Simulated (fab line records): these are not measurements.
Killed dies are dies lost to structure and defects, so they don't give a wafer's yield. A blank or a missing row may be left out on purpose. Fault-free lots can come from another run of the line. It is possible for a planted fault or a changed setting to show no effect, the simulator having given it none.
The tool behind it: which one? + flow sfq-line + 42 wafers from 14 lots sampled at 2 of the route's 325 steps

## WHAT THE GAUGES SHOWED, per wafer
The record holds no reading of a measuring or inspecting step that can be judged against a usual standard deviation.

## TOOL THAT RAN EACH LOT (tool first, then ch and the chambers of the sampled wafers, then the start)
| lot  | SFQ_TRILAYER_JJ_CE_LITHO_EXPOSE_115 | SFQ_TRILAYER_JJ_CE_METRO_MEASURE_117 |
|------|-------------------------------------|--------------------------------------|
| L750 | krf-scanner-01 ch 0, day 45 20:13   | cd-sem-02, day 45 21:45              |
| L751 | krf-scanner-01 ch 0, day 46 18:01   | cd-sem-01, day 46 19:33              |
| L752 | krf-scanner-01 ch 0, day 46 19:13   | cd-sem-02, day 46 20:45              |
| L754 | krf-scanner-01 ch 0, day 54 13:23   | cd-sem-02, day 54 14:56              |
| L756 | krf-scanner-01 ch 0, day 55 04:47   | cd-sem-02, day 55 06:20              |
| L758 | krf-scanner-01 ch 0, day 56 17:55   | cd-sem-02, day 56 19:27              |
| L765 | krf-scanner-02 ch 0, day 60 03:50   | cd-sem-02, day 60 05:23              |
| L766 | krf-scanner-02 ch 0, day 60 05:26   | cd-sem-01, day 60 06:59              |
| L768 | krf-scanner-02 ch 0, day 60 20:38   | cd-sem-01, day 60 22:11              |
| L769 | krf-scanner-01 ch 0, day 61 01:22   | cd-sem-02, day 61 02:53              |
| L770 | krf-scanner-01 ch 0, day 61 04:46   | cd-sem-01, day 61 06:17              |
| L771 | krf-scanner-01 ch 0, day 61 10:46   | cd-sem-02, day 61 12:17              |
| L772 | krf-scanner-01 ch 0, day 61 17:10   | cd-sem-01, day 61 18:41              |
| L773 | krf-scanner-01 ch 0, day 61 20:58   | cd-sem-02, day 61 22:29              |
- SFQ_TRILAYER_JJ_CE_LITHO_EXPOSE_115: exposes mask J5, target cd 700 nm.
- SFQ_TRILAYER_JJ_CE_METRO_MEASURE_117

## WHAT THE TOOLS THEMSELVES READ (means of the sampled wafers that have a number; where no wafer has one, the mark that the record gives instead)
SFQ_TRILAYER_JJ_CE_METRO_MEASURE_117.
| lot  | tool      | cd-nm (nm) |
|------|-----------|------------|
| L750 | cd-sem-02 | 700.4      |
| L751 | cd-sem-01 | 699.2      |
| L752 | cd-sem-02 | 698.6      |
| L754 | cd-sem-02 | 701.0      |
| L756 | cd-sem-02 | 679.7      |
| L758 | cd-sem-02 | 680.6      |
| L765 | cd-sem-02 | 700.6      |
| L766 | cd-sem-01 | 700.3      |
| L768 | cd-sem-01 | 699.7      |
| L769 | cd-sem-02 | 701.8      |
| L770 | cd-sem-01 | 700.5      |
| L771 | cd-sem-02 | 702.6      |
| L772 | cd-sem-01 | 700.8      |
| L773 | cd-sem-02 | 699.5      |

## THE ANSWER, worked out from the rows above alone
Rule: the lots themselves supply what counts as usual. The widest of any qualifying gaps counts: lots, ordered by their means at a reading, are off when they make up no more than a third of the lots, leave a main group of 4 or more, and stand apart from it by 3 or more times the standard deviation of that group's means. Not used: any main group whose means are identical at the precision the tables above print for the reading. Also off: a lot with no number at a reading for which 4 or more lots have one. Any other lot the step has rows for is counted as sound. First the gauges in route order, then the tools' own readings, where a lot's mean is used as printed above. At the first step where some lot is off, the reading lying furthest off is the one used; lots without a number count as furthest.
Off at SFQ_TRILAYER_JJ_CE_METRO_MEASURE_117 (cd-nm): L756, L758. The main group: mean 700.4 nm, standard deviation 1.1.
If a tool, at that step or one of the process steps before it, ran each lot that is off and ran no sound lot following the first of them, it fits. Not one of the candidates tried fits.

## WHAT THE SIMULATOR PUT IN
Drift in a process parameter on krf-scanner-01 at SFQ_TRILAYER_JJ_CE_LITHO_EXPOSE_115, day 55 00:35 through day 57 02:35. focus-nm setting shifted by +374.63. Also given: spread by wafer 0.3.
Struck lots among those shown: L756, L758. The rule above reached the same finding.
